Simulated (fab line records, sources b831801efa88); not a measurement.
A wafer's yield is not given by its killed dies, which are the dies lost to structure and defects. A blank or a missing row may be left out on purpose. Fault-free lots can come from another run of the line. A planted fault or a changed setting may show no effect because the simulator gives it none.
fab line records	flow sky130
record lots=5	wafers=23
route steps=708 shown FIELD_ISO@8 DNWELL@38 NWELL@59 VT_ADJUST_NCORE@121 VT_ADJUST_PCH@146
startH: hours from the record's first day to the start of the lot's first wafer shown	waitH: hours elapsed since this lot's preceding step	" as in the row above	L1.1+2: one row covering several wafers at once	- either no value or no given start	* or withheld: withheld	< > ~ a bound
route shown NAME@n: NAME is a module with steps in the file, n the number in the route of the first one	usual: mean/standard deviation of fault-free wafers	same: alike in all rows	chamber/n: place in a boat	sites: per-site readings	_std_site: how widely they spread, as a standard deviation	_edge_site: inner sites' mean taken away from outer sites' mean	radiusMm: for every site, how far away it sits from the centre of the wafer	mask NAME#n: copy n	behind: the most recent tool/chamber to have shaped the wafer	hold: the reason the lot was held/the length of the hold in hours/how it ended	device: the n, p or np transistor that did not switch	end of line: tests run on the same wafers once the route is complete	a step with no rows: only its recipe	killed: not the wafer's yield, but the dies lost to structure and defects at the first sort	map: per-die view of a wafer (x killed, . not killed, _ where there is no die)
set.NAME: the setting as run; set.NAME@STEP: as run at that earlier step	model.NAME: the simulator's own value behind a step, which no gauge read
lots run with intentionally changed settings; tables by step, rows by wafer
## steps
# step SKY_FIELD_ISO_COAT_07
# recipe resist=BARC	tempC=withheld	timeS=withheld	spinRpm=3000	resistThkNm=60
lot.wafer	tool	chamber	startH	waitH	set.resistThkNm
L074.1+4+5	lithoTrack-04	0	20.28	0.1	60
L075.1+4	lithoTrack-03	0	26.64	0.1	63.37
L075.2+3+5	"	0	"	"	60
L078.1+2+3	lithoTrack-04	0	41.33	0.1	60
L078.4+5	"	0	"	"	56.97
L080.1+3	lithoTrack-04	0	53.88	0.1	61.27
L080.2+5+6	"	0	"	"	60
L084.1+3+4+5+6	lithoTrack-03	0	72.34	0.1	60
# step SKY_FIELD_ISO_EXPOSE_10
# recipe maskId=FOM	na=0.68	sourceShape=annular	sigmaInner=0.4	sigmaOuter=0.8	targetCdNm=150	doseMj=28
lot.wafer	tool	chamber	startH	waitH	mask	set.doseMj
L074.1+4+5	krfScanner-02	0	-	-	FOM#0	28
L075.1+3+4	krfScanner-01	0	-	-	FOM#0	28
L075.2+5	"	0	"	"	FOM#0	28.86
L078.1+2	krfScanner-02	0	-	-	FOM#0	29.95
L078.3+4+5	"	0	"	"	FOM#0	28
L080.1+2+6	krfScanner-02	0	-	-	FOM#0	28
L080.3+5	"	0	"	"	FOM#0	26.57
L084.1+5+6	krfScanner-01	0	-	-	FOM#0	28
L084.3+4	"	0	"	"	FOM#0	26.04
# step SKY_FIELD_ISO_PEB_11
# recipe pebTempC=withheld	pebTimeS=withheld	resist=KrF-thick
# step SKY_FIELD_ISO_DEVELOP_12
# recipe developTimeS=60	resist=KrF-thick	devTempC=21
# step SKY_FIELD_ISO_CD_MEAS_13
# recipe targetCdNm=150
# usual cdNm=150.0/1.5
lot.wafer	tool	chamber	startH	waitH	set.doseMj@FIELD_ISO_EXPOSE_10	cdNm
L074.1	cdSem-01	-	27.93	-	28	152.8
L074.4	"	-	"	"	28	151.4
L074.5	"	-	"	"	28	151.0
L075.1	cdSem-02	-	33.68	-	28	149.9
L075.2	"	-	"	"	28.86	143.6
L075.3	"	-	"	"	28	149.6
L075.4	"	-	"	"	28	150.4
L075.5	"	-	"	"	28.86	144.2
L078.1	cdSem-02	-	48.68	-	29.95	134.6
L078.2	"	-	"	"	29.95	135.5
L078.3	"	-	"	"	28	149.0
L078.4	"	-	"	"	28	148.3
L078.5	"	-	"	"	28	149.3
L080.1	cdSem-02	-	62.28	-	28	148.0
L080.2	"	-	"	"	28	150.3
L080.3	"	-	"	"	26.57	159.1
L080.5	"	-	"	"	26.57	158.7
L080.6	"	-	"	"	28	148.3
L084.1	cdSem-02	-	80.38	-	28	150.7
L084.3	"	-	"	"	26.04	164.0
L084.4	"	-	"	"	26.04	163.9
L084.5	"	-	"	"	28	151.1
L084.6	"	-	"	"	28	151.0
# step SKY_FIELD_ISO_ETCH_14
# recipe chemistry=N2/H2	target=BARC	ionEnergyEv=200	sourceW=500	biasW=100	pressureMtorr=30	n2FlowSccm=100	h2FlowSccm=200	stopOn=SiO2	timeS=45.9	targetDepthA=600
# usual oesProductAu=0.854/0.0057
lot.wafer	tool	chamber	startH	waitH	set.resistThkNm@FIELD_ISO_COAT_07	set.doseMj@FIELD_ISO_EXPOSE_10	oesProductAu	model.FIELD_ISO.cdNm
L074.1	rieDiel-01	2	28.05	0.1	60	28	0.853	152.3
L074.4	"	3	"	"	60	28	0.855	152.6
L074.5	"	0	"	"	60	28	0.855	150.1
L075.1	rieDiel-02	2	33.80	0.1	63.37	28	0.884	149.4
L075.2	"	1	"	"	60	28.86	0.847	142.6
L075.3	"	0	"	"	60	28	0.852	150.9
L075.4	"	3	"	"	63.37	28	0.879	149.6
L075.5	"	2	"	"	60	28.86	0.837	142.9
L078.1	rieDiel-01	0	48.80	0.1	60	29.95	0.860	133.8
L078.2	"	2	"	"	60	29.95	0.864	134.8
L078.3	"	1	"	"	60	28	0.860	149.3
L078.4	"	3	"	"	56.97	28	0.816	149.9
L078.5	"	2	"	"	56.97	28	0.830	148.3
L080.1	rieDiel-02	0	62.40	0.1	61.27	28	0.870	149.1
L080.2	"	1	"	"	60	28	0.850	149.9
L080.3	"	2	"	"	61.27	26.57	0.863	158.3
L080.5	"	2	"	"	60	26.57	0.846	158.2
L080.6	"	1	"	"	60	28	0.858	147.9
L084.1	rieDiel-04	2	80.50	0.1	60	28	0.859	150.2
L084.3	"	3	"	"	60	26.04	0.858	164.8
L084.4	"	2	"	"	60	26.04	0.860	163.8
L084.5	"	3	"	"	60	28	0.853	151.9
L084.6	"	1	"	"	60	28	0.864	150.8
# step SKY_FIELD_ISO_ETCH_15
# recipe chemistry=CHF3/O2	targetDepthNm=180	stopOn=Si	sourceW=600	biasW=200	pressureMtorr=40	chf3FlowSccm=50	O2_flow_sccm=5	timeS=72
lot.wafer	tool	chamber	startH	waitH	set.doseMj@FIELD_ISO_EXPOSE_10	model.FIELD_ISO.cdNm
L074.1	rieDiel-01	2	28.09	0.0	28	154.1
L074.4	"	3	"	"	28	153.6
L074.5	"	0	"	"	28	149.7
L075.1	rieDiel-02	2	33.84	0.0	28	152.3
L075.2	"	1	"	"	28.86	143.5
L075.3	"	0	"	"	28	150.2
L075.4	"	3	"	"	28	151.7
L075.5	"	2	"	"	28.86	145.2
L078.1	rieDiel-01	0	48.84	0.0	29.95	134.4
L078.2	"	2	"	"	29.95	136.3
L078.3	"	1	"	"	28	151.1
L078.4	"	3	"	"	28	152.5
L078.5	"	2	"	"	28	148.9
L080.1	rieDiel-02	0	62.44	0.0	28	148.7
L080.2	"	1	"	"	28	149.8
L080.3	"	2	"	"	26.57	160.3
L080.5	"	2	"	"	26.57	160.2
L080.6	"	1	"	"	28	149
L084.1	rieDiel-04	2	80.54	0.0	28	151.6
L084.3	"	3	"	"	26.04	167.8
L084.4	"	2	"	"	26.04	165.1
L084.5	"	3	"	"	28	153.9
L084.6	"	1	"	"	28	152
# step SKY_FIELD_ISO_OXIDATION_22
# recipe tempC=950	ambient=O2	stabiliseS=600	purgeS=300	targetThkA=100	oxTimeS=623
lot.wafer	tool	chamber	startH	waitH	set.oxTimeS	model.SiO2_of_FIELD_ISO_OXIDATION_22.thkNm
L074.1	furnace-02	0	30.15	1.6	623	10.06
L074.4	"	0	"	"	623	10.13
L074.5	"	0	"	"	623	9.939
L075.1	-	-	-	0.0	548	9.145
L075.2	"	-	"	"	548	9.391
L075.3	"	-	"	"	548	9.25
L075.4	"	-	"	"	548	9.496
L075.5	"	-	"	"	548	9.34
L078.1	-	-	-	0.0	623	9.938
L078.2	"	-	"	"	623	9.876
L078.3	"	-	"	"	623	9.934
L078.4	"	-	"	"	623	9.797
L078.5	"	-	"	"	623	10.01
L080.1	-	-	-	0.0	623	10.03
L080.2+5	"	-	"	"	623	10.06
L080.3	"	-	"	"	623	10.17
L080.6	"	-	"	"	623	10.09
L084.1	-	-	-	0.6	548.8	9.291
L084.3	"	-	"	"	548.8	9.47
L084.4	"	-	"	"	548.8	9.35
L084.5	"	-	"	"	548.8	9.366
L084.6	"	-	"	"	548.8	9.439
# step SKY_FIELD_ISO_THK_MEAS_23
# recipe reads=SiO2_of_FIELD_ISO_OXIDATION_22
# usual FIELD_ISO_OXIDATION_01_THK=10.00/0.18
lot.wafer	tool	chamber	startH	waitH	set.oxTimeS@FIELD_ISO_OXIDATION_22	FIELD_ISO_OXIDATION_01_THK[nm]
L074.1	filmMetro-01	-	31.33	0.0	623	10.05
L074.4	"	-	"	"	623	10.18
L074.5	"	-	"	"	623	9.93
L075.1	filmMetro-03	-	-	-	548	9.18
L075.2	"	-	"	"	548	9.36
L075.3	"	-	"	"	548	9.24
L075.4	"	-	"	"	548	9.50
L075.5	"	-	"	"	548	9.36
L078.1	filmMetro-01	-	-	-	623	9.96
L078.2	"	-	"	"	623	9.89
L078.3	"	-	"	"	623	9.95
L078.4	"	-	"	"	623	9.79
L078.5	"	-	"	"	623	10.01
L080.1	filmMetro-01	-	-	-	623	10.01
L080.2	"	-	"	"	623	10.03
L080.3	"	-	"	"	623	10.24
L080.5	"	-	"	"	623	10.07
L080.6	"	-	"	"	623	10.10
L084.1	filmMetro-01	-	-	-	548.8	9.29
L084.3	"	-	"	"	548.8	9.48
L084.4	"	-	"	"	548.8	9.36
L084.5	"	-	"	"	548.8	9.38
L084.6	"	-	"	"	548.8	9.42
# step SKY_DNWELL_SOFTBAKE_03
# recipe tempC=110	timeS=withheld
lot.wafer	tool	chamber	startH	waitH	set.tempC
L074.1+4+5	lithoTrack-02	0	44.71	0.1	110
L075.1+2+3+4+5	lithoTrack-01	0	47.58	0.1	110
L078.1+3+4	lithoTrack-03	0	63.69	0.1	110
L078.2+5	"	0	"	"	108.3
L080.1+6	lithoTrack-02	0	77.86	0.1	110
L080.2+3+5	"	0	"	"	111.9
L084.1+4+6	lithoTrack-03	0	97.04	0.1	110
L084.3+5	"	0	"	"	113.6
# step SKY_DNWELL_EXPOSE_04
# recipe maskId=DNM	na=0.57	targetCdNm=3000	doseMj=222
# step SKY_DNWELL_PEB_05
# recipe tempC=115	timeS=withheld
# step SKY_DNWELL_DEVELOP_06
# recipe wallAngleDeg=90	developer=TMAH	developTimeS=60	devTempC=23
lot.wafer	tool	chamber	startH	waitH	set.tempC@DNWELL_SOFTBAKE_03	model.coat_of_DNWELL_COAT_02.thkNm
L074.1	lithoTrack-02	0	-	-	110	2990
L074.4	"	0	"	"	110	2989
L074.5	"	0	"	"	110	2983
L075.1+4	lithoTrack-01	0	-	-	110	2998
L075.2	"	0	"	"	110	3003
L075.3	"	0	"	"	110	3001
L075.5	"	0	"	"	110	3002
L078.1	lithoTrack-01	0	-	-	110	3004
L078.2	"	0	"	"	108.3	3017
L078.3	"	0	"	"	110	2998
L078.4	"	0	"	"	110	3008
L078.5	"	0	"	"	108.3	3016
L080.1	lithoTrack-01	0	-	-	110	3001
L080.2	"	0	"	"	111.9	2985
L080.3	"	0	"	"	111.9	2981
L080.5	"	0	"	"	111.9	2983
L080.6	"	0	"	"	110	3010
L084.1	lithoTrack-02	0	-	-	110	2994
L084.3	"	0	"	"	113.6	2965
L084.4	"	0	"	"	110	2996
L084.5	"	0	"	"	113.6	2967
L084.6	"	0	"	"	110	2999
# step SKY_DNWELL_IMPLANT_07
# recipe species=P	energyKev=withheld	doseCm2=withheld	tiltDeg=withheld
# step SKY_DNWELL_STRIP_08
# recipe chemistry=O2/N2	powerW=1400	pressureMtorr=1500	platenTempC=withheld	o2FlowSccm=3000	n2FlowSccm=300	overashFraction=0.5
# usual stripTimeToEndpointS=36.94/0.079
lot.wafer	tool	chamber	startH	waitH	set.tempC@DNWELL_SOFTBAKE_03	stripTimeToEndpointS
L074.1	plasmaAsher-02	1	52.71	0.1	110	36.85
L074.4	"	1	"	"	110	36.81
L074.5	"	1	"	"	110	36.77
L075.1	plasmaAsher-02	0	56.38	0.1	110	36.94
L075.2	"	1	"	"	110	36.99
L075.3	"	1	"	"	110	36.99
L075.4	"	0	"	"	110	36.95
L075.5	"	0	"	"	110	36.98
L078.1	plasmaAsher-02	1	72.58	0.1	110	37.01
L078.2	"	0	"	"	108.3	37.16
L078.3	"	1	"	"	110	36.93
L078.4	"	0	"	"	110	37.06
L078.5	"	0	"	"	108.3	37.13
L080.1	plasmaAsher-03	0	86.28	0.1	110	36.98
L080.2	"	1	"	"	111.9	36.78
L080.3	"	0	"	"	111.9	36.75
L080.5	"	0	"	"	111.9	36.74
L080.6	"	1	"	"	110	37.07
L084.1	plasmaAsher-04	0	104.91	0.1	110	36.90
L084.3	"	1	"	"	113.6	36.56
L084.4	"	0	"	"	110	36.92
L084.5	"	1	"	"	113.6	36.55
L084.6	"	0	"	"	110	36.96
# step SKY_NWELL_SOFTBAKE_06
# recipe tempC=110	timeS=withheld
lot.wafer	tool	chamber	startH	waitH	set.tempC
L074.1+4+5	lithoTrack-02	0	76.26	0.1	110
L075.1+4+5	lithoTrack-02	0	80.66	0.1	110
L075.2+3	"	0	"	"	108.5
L078.1+3	lithoTrack-01	0	98.13	0.1	112.4
L078.2+4+5	"	0	"	"	110
L080.1+2+5	lithoTrack-04	0	111.88	0.1	110
L080.3+6	"	0	"	"	106.6
L084.1+6	lithoTrack-01	0	131.73	0.1	107.2
L084.3+4+5	"	0	"	"	110
# step SKY_NWELL_DEVELOP_09
# recipe wallAngleDeg=90	developer=TMAH	developTimeS=60	devTempC=23
lot.wafer	tool	chamber	startH	waitH	set.devTempC	set.tempC@NWELL_SOFTBAKE_06	model.coat_of_NWELL_COAT_05.thkNm
L074.1	lithoTrack-04	0	-	-	23	110	2991
L074.4	"	0	"	"	23	110	2989
L074.5	"	0	"	"	23	110	2987
L075.1	lithoTrack-01	0	-	-	25.55	110	2993
L075.2	"	0	"	"	23	108.5	3009
L075.3	"	0	"	"	25.55	108.5	3001
L075.4	"	0	"	"	23	110	2998
L075.5	"	0	"	"	25.55	110	2994
L078.1	lithoTrack-04	0	-	-	19.94	112.4	2984
L078.2	"	0	"	"	23	110	3008
L078.3	"	0	"	"	23	112.4	2978
L078.4	"	0	"	"	19.94	110	3005
L078.5	"	0	"	"	19.94	110	2999
L080.1	lithoTrack-04	0	-	-	26.3	110	3003
L080.2	"	0	"	"	23	110	3001
L080.3	"	0	"	"	26.3	106.6	3029
L080.5	"	0	"	"	26.3	110	2996
L080.6	"	0	"	"	23	106.6	3026
L084.1	lithoTrack-04	0	-	-	23	107.2	3020
L084.3	"	0	"	"	23	110	2990
L084.4	"	0	"	"	23	110	2996
L084.5	"	0	"	"	23	110	3002
L084.6	"	0	"	"	23	107.2	3022
# step SKY_NWELL_IMPLANT_11
# recipe species=P	energyKev=400	doseCm2=1.9e+13	tiltDeg=withheld
# step SKY_NWELL_IMPLANT_12
# recipe species=P	energyKev=120	doseCm2=1.3e+12	tiltDeg=withheld
# step SKY_NWELL_IMPLANT_13
# recipe species=P	energyKev=50	doseCm2=7e+11	tiltDeg=withheld
# step SKY_NWELL_STRIP_14
# recipe chemistry=O2/N2	powerW=1400	pressureMtorr=1500	platenTempC=withheld	o2FlowSccm=3000	n2FlowSccm=300	overashFraction=0.5
# usual stripTimeToEndpointS=36.90/0.076
lot.wafer	tool	chamber	startH	waitH	set.tempC@NWELL_SOFTBAKE_06	stripTimeToEndpointS
L074.1	plasmaAsher-01	1	85.01	0.1	110	36.84
L074.4	"	1	"	"	110	36.82
L074.5	"	1	"	"	110	36.82
L075.1	plasmaAsher-03	0	89.77	0.1	110	36.87
L075.2	"	1	"	"	108.5	37.06
L075.3	"	1	"	"	108.5	36.97
L075.4	"	0	"	"	110	36.94
L075.5	"	0	"	"	110	36.88
L078.1	plasmaAsher-02	1	106.61	0.1	112.4	36.76
L078.2	"	0	"	"	110	37.06
L078.3	"	1	"	"	112.4	36.70
L078.4	"	0	"	"	110	37.02
L078.5	"	1	"	"	110	36.96
L080.1	plasmaAsher-01	1	121.61	0.1	110	37.00
L080.2	"	0	"	"	110	36.98
L080.3	"	0	"	"	106.6	37.30
L080.5	"	1	"	"	110	36.92
L080.6	"	0	"	"	106.6	37.27
L084.1	plasmaAsher-03	1	142.16	0.1	107.2	37.21
L084.3	"	0	"	"	110	36.84
L084.4	"	1	"	"	110	36.92
L084.5	"	0	"	"	110	36.97
L084.6	"	1	"	"	107.2	37.23
# step SKY_VT_ADJUST_NCORE_COAT_02
# recipe resist=NOVOLAK	spinRpm=3000	resistThkNm=1140
lot.wafer	tool	chamber	startH	waitH	set.spinRpm	model.NOVOLAK_of_VT_ADJUST_NCORE_COAT_02.thkNm
L074.1	lithoTrack-02	0	168.41	0.1	3000	1136
L074.4	"	0	"	"	3000	1137
L074.5	"	0	"	"	3000	1133
L075.1	lithoTrack-03	0	173.69	0.1	3000	1138
L075.2+4+5	"	0	"	"	3000	1137
L075.3	"	0	"	"	3000	1134
L078.1	lithoTrack-03	0	193.99	0.1	3000	1143
L078.2+4	"	0	"	"	3000	1142
L078.3	"	0	"	"	3000	1139
L078.5	"	0	"	"	3000	1140
L080.1+5	lithoTrack-04	0	211.68	0.1	3000	1137
L080.2+3	"	0	"	"	2805	1178
L080.6	"	0	"	"	3000	1138
L084.1	lithoTrack-03	0	234.19	0.1	3000	1145
L084.3+4	"	0	"	"	3000	1147
L084.5	"	0	"	"	2897	1167
L084.6	"	0	"	"	2897	1163
# step SKY_VT_ADJUST_NCORE_STRIP_10
# recipe chemistry=O2/N2	powerW=1400	pressureMtorr=1500	platenTempC=withheld	o2FlowSccm=3000	n2FlowSccm=300	overashFraction=0.5
# usual stripTimeToEndpointS=14.18/0.039
lot.wafer	tool	chamber	startH	waitH	set.o2FlowSccm	set.spinRpm@VT_ADJUST_NCORE_COAT_02	stripTimeToEndpointS
L074.1	plasmaAsher-04	1	178.27	0.1	3000	3000	14.14
L074.4	"	1	"	"	3000	3000	14.13
L074.5	"	1	"	"	3000	3000	14.10
L075.1	plasmaAsher-02	0	184.58	0.1	3149	3000	14.11
L075.2	"	1	"	"	3000	3000	14.14
L075.3	"	1	"	"	3000	3000	14.11
L075.4	"	0	"	"	3000	3000	14.14
L075.5	"	1	"	"	3149	3000	14.10
L078.1	plasmaAsher-04	1	205.03	0.1	3319	3000	14.13
L078.2	"	0	"	"	3000	3000	14.19
L078.3	"	1	"	"	3000	3000	14.16
L078.4	"	0	"	"	3319	3000	14.10
L078.5	"	1	"	"	3000	3000	14.17
L080.1	plasmaAsher-02	0	223.08	0.1	3000	3000	14.14
L080.2	"	1	"	"	3000	2805	14.58
L080.3	"	1	"	"	3000	2805	14.59
L080.5	"	0	"	"	3000	3000	14.13
L080.6	"	1	"	"	3000	3000	14.15
L084.1	plasmaAsher-02	0	246.62	0.1	3000	3000	14.23
L084.3	"	0	"	"	3000	3000	14.24
L084.4	"	1	"	"	3000	3000	14.25
L084.5	"	1	"	"	3000	2897	14.46
L084.6	"	0	"	"	3000	2897	14.41
# step SKY_VT_ADJUST_PCH_SOFTBAKE_03
# recipe tempC=110	timeS=withheld
lot.wafer	tool	chamber	startH	waitH	set.tempC
L074.1+4+5	lithoTrack-01	0	210.13	0.1	110
L075.1+2+5	lithoTrack-01	0	216.88	0.1	108.2
L075.3+4	"	0	"	"	110
L078.1+3+4	lithoTrack-04	0	238.88	0.1	110
L078.2+5	"	0	"	"	106.9
L080.1+2+5	lithoTrack-04	0	257.78	0.1	110
L080.3+6	"	0	"	"	113.4
L084.1+3+4+5+6	lithoTrack-01	0	278.08	0.1	110
# step SKY_VT_ADJUST_PCH_EXPOSE_04
# recipe maskId=NWM	na=0.6	sourceShape=conventional	sigmaOuter=0.6	polarization=unpolarized	targetCdNm=840	doseMj=255
# step SKY_VT_ADJUST_PCH_PEB_05
# recipe tempC=115	timeS=withheld
# step SKY_VT_ADJUST_PCH_DEVELOP_06
# recipe wallAngleDeg=90	developer=TMAH	developTimeS=60	devTempC=23
lot.wafer	tool	chamber	startH	waitH	set.tempC@VT_ADJUST_PCH_SOFTBAKE_03	model.coat_of_VT_ADJUST_PCH_COAT_02.thkNm
L074.1	lithoTrack-03	0	-	-	110	2985
L074.4	"	0	"	"	110	2994
L074.5	"	0	"	"	110	3003
L075.1	lithoTrack-01	0	-	-	108.2	3016
L075.2	"	0	"	"	108.2	3013
L075.3	"	0	"	"	110	2999
L075.4	"	0	"	"	110	2998
L075.5	"	0	"	"	108.2	3021
L078.1	lithoTrack-03	0	-	-	110	2999
L078.2	"	0	"	"	106.9	3028
L078.3	"	0	"	"	110	2996
L078.4	"	0	"	"	110	2993
L078.5	"	0	"	"	106.9	3027
L080.1	lithoTrack-04	0	-	-	110	3003
L080.2	"	0	"	"	110	3006
L080.3	"	0	"	"	113.4	2975
L080.5	"	0	"	"	110	3004
L080.6	"	0	"	"	113.4	2968
L084.1	lithoTrack-04	0	-	-	110	2980
L084.3+6	"	0	"	"	110	2983
L084.4	"	0	"	"	110	2979
L084.5	"	0	"	"	110	2974
# step SKY_VT_ADJUST_PCH_IMPLANT_08
# recipe species=B	energyKev=10	doseCm2=5e+11	tiltDeg=withheld
lot.wafer	tool	chamber	startH	waitH	set.doseCm2
L074.1+4+5	implanter-03	0	221.42	0.0	5e+11
L075.1+3	implanter-02	0	227.77	0.0	5e+11
L075.2+4+5	"	0	"	"	5.218e+11
L078.1+2+4	implanter-03	0	249.87	0.0	5e+11
L078.3+5	"	0	"	"	4.845e+11
L080.1+2	implanter-02	0	268.26	0.0	4.805e+11
L080.3+5+6	"	0	"	"	5e+11
L084.1+5+6	implanter-03	0	288.16	0.0	5e+11
L084.3+4	"	0	"	"	4.801e+11
# step SKY_VT_ADJUST_PCH_STRIP_09
# recipe chemistry=O2/N2	powerW=1400	pressureMtorr=1500	platenTempC=withheld	o2FlowSccm=3000	n2FlowSccm=300	overashFraction=0.5
# usual stripTimeToEndpointS=36.91/0.11
lot.wafer	tool	chamber	startH	waitH	set.tempC@VT_ADJUST_PCH_SOFTBAKE_03	stripTimeToEndpointS
L074.1	plasmaAsher-04	1	221.57	0.1	110	36.79
L074.4	"	0	"	"	110	36.89
L074.5	"	0	"	"	110	36.99
L075.1	plasmaAsher-03	0	227.92	0.1	108.2	37.16
L075.2	"	1	"	"	108.2	37.12
L075.3	"	0	"	"	110	36.95
L075.4	"	1	"	"	110	36.93
L075.5	"	0	"	"	108.2	37.21
L078.1	plasmaAsher-01	1	250.02	0.1	110	36.95
L078.2	"	0	"	"	106.9	37.30
L078.3	"	0	"	"	110	36.90
L078.4	"	1	"	"	110	36.88
L078.5	"	0	"	"	106.9	37.28
L080.1	plasmaAsher-04	1	268.41	0.1	110	37.00
L080.2	"	0	"	"	110	37.03
L080.3	"	0	"	"	113.4	36.65
L080.5	"	1	"	"	110	37.01
L080.6	"	0	"	"	113.4	36.59
L084.1	plasmaAsher-03	0	288.31	0.1	110	36.71
L084.3	"	0	"	"	110	36.74
L084.4	"	1	"	"	110	36.72
L084.5	"	0	"	"	110	36.67
L084.6	"	1	"	"	110	36.76
## key
split step=SKY_FIELD_ISO_COAT_07	setting=resistThkNm	stated=60	by=wafer
response step=SKY_FIELD_ISO_ETCH_14	reading=oesProductAu	change=+0.00694	per=1%	r=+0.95
split step=SKY_FIELD_ISO_EXPOSE_10	setting=doseMj	stated=28	by=wafer
response step=SKY_FIELD_ISO_CD_MEAS_13	reading=cdNm	change=-1.93	per=1%	r=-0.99
response step=SKY_FIELD_ISO_ETCH_14	reading=model.FIELD_ISO.cdNm	change=-2	per=1%	r=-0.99
response step=SKY_FIELD_ISO_ETCH_15	reading=model.FIELD_ISO.cdNm	change=-2.13	per=1%	r=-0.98
split step=SKY_FIELD_ISO_OXIDATION_22	setting=oxTimeS	stated=623	by=lot
response step=SKY_FIELD_ISO_OXIDATION_22	reading=model.SiO2_of_FIELD_ISO_OXIDATION_22.thkNm	change=+0.0546	per=1%	r=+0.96
response step=SKY_FIELD_ISO_THK_MEAS_23	reading=FIELD_ISO_OXIDATION_01_THK	change=+0.0551	per=1%	r=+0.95
split step=SKY_DNWELL_SOFTBAKE_03	setting=tempC	stated=110	by=wafer
response step=SKY_DNWELL_DEVELOP_06	reading=model.coat_of_DNWELL_COAT_02.thkNm	change=-9.92	per=1%	r=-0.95
response step=SKY_DNWELL_STRIP_08	reading=stripTimeToEndpointS	change=*	per=1%	r=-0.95
split step=SKY_NWELL_SOFTBAKE_06	setting=tempC	stated=110	by=wafer
response step=SKY_NWELL_DEVELOP_09	reading=model.coat_of_NWELL_COAT_05.thkNm	change=-9.32	per=1%	r=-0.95
response step=SKY_NWELL_STRIP_14	reading=stripTimeToEndpointS	change=*	per=1%	r=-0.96
split step=SKY_NWELL_DEVELOP_09	setting=devTempC	stated=23	by=wafer
response none clear
split step=SKY_VT_ADJUST_NCORE_COAT_02	setting=spinRpm	stated=3000	by=wafer
response step=SKY_VT_ADJUST_NCORE_COAT_02	reading=model.NOVOLAK_of_VT_ADJUST_NCORE_COAT_02.thkNm	change=-6.03	per=1%	r=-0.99
response step=SKY_VT_ADJUST_NCORE_STRIP_10	reading=stripTimeToEndpointS	change=*	per=1%	r=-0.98
split step=SKY_VT_ADJUST_NCORE_STRIP_10	setting=o2FlowSccm	stated=3000	by=wafer
response none clear
split step=SKY_VT_ADJUST_PCH_SOFTBAKE_03	setting=tempC	stated=110	by=wafer
response step=SKY_VT_ADJUST_PCH_DEVELOP_06	reading=model.coat_of_VT_ADJUST_PCH_COAT_02.thkNm	change=-10.9	per=1%	r=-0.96
response step=SKY_VT_ADJUST_PCH_STRIP_09	reading=stripTimeToEndpointS	change=*	per=1%	r=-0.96
split step=SKY_VT_ADJUST_PCH_IMPLANT_08	setting=doseCm2	stated=5e+11	by=wafer
response none clear
